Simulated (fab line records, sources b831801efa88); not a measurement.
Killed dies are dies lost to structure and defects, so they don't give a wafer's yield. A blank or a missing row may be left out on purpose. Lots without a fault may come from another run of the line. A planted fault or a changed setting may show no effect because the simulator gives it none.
Chamber matching | flow sky130 | SKY_VIA2_CMP_24 on cmp-01: 4 sister chambers
The step polishes, stops on SiO2, t overpolish 20 s, target thk 0 nm. 8 wafers are shown with their chamber, then 12 later ones without.

WAFERS WITH THEIR CHAMBER
wafer  | chamber | time_to_endpoint_s (s) | motor_current_A (A)
L247.3 | 2       | 101                    | 11.8
L253.2 | 3       | 98                     | 11.5
L253.3 | 2       | 103                    | 11.9
L254.5 | 3       | 97                     | 11.6
L254.6 | 0       | 100                    | 11.6
L255.2 | 1       | 91                     | 12.5
L255.3 | 0       | 95                     | 11.4
L255.5 | 1       | 93                     | 11.7

WAFERS WITHOUT THEIR CHAMBER
wafer  | time_to_endpoint_s (s) | motor_current_A (A)
L256.4 | 98                     | 11.5
L256.5 | 102                    | 11.6
L256.6 | 90                     | 11.3
L258.2 | 97                     | 11.7
L258.4 | 98                     | 11.6
L258.5 | 99                     | 11.9
L259.1 | 96                     | 11.5
L259.2 | 104                    | 10.8
L259.3 | 102                    | 11.5
L260.1 | 96                     | 12.5
L260.4 | 101                    | 12.3
L260.6 | 103                    | 11.4

WHICH CHAMBER EACH WENT THROUGH
wafer  | from the rows above               | in truth
L256.4 | can't be placed: 0 or 3           | 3
L256.5 | can't be placed: 2 or 3 or 0      | 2
L256.6 | can't be placed: 1 or 0 or 3      | 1
L258.2 | can't be placed: 3 or 0 or 2      | 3
L258.4 | can't be placed: 3 or 0 or 2      | 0
L258.5 | can't be placed: 3 or 2 or 0      | 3
L259.1 | can't be placed: 0 or 3           | 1
L259.2 | can't be placed: 2 or 0 or 3      | 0
L259.3 | can't be placed: 2 or 0 or 3      | 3
L260.1 | can't be placed: 1 or 3 or 0 or 2 | 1
L260.4 | can't be placed: 2 or 3 or 0      | 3
L260.6 | can't be placed: 2 or 0 or 3      | 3
Placed correctly: 0 of 12. Can't be placed from these rows: 12 (the true chamber is among the candidates in 11). Placed wrongly: 0.
How it was worked out, from the rows above alone: a wafer's distance from a chamber is the root of the sum, over the readings, of the square of ((its reading less the chamber's mean) divided by the reading's scatter). The wafer belongs to the nearest chamber; if the next one is less than 2 further off, it can't be placed. A chamber's mean is the mean of its shown wafers. The scatter: the root of (the sum of the squares of (reading less its chamber's mean) over the shown wafers, divided by (wafers less chambers)).
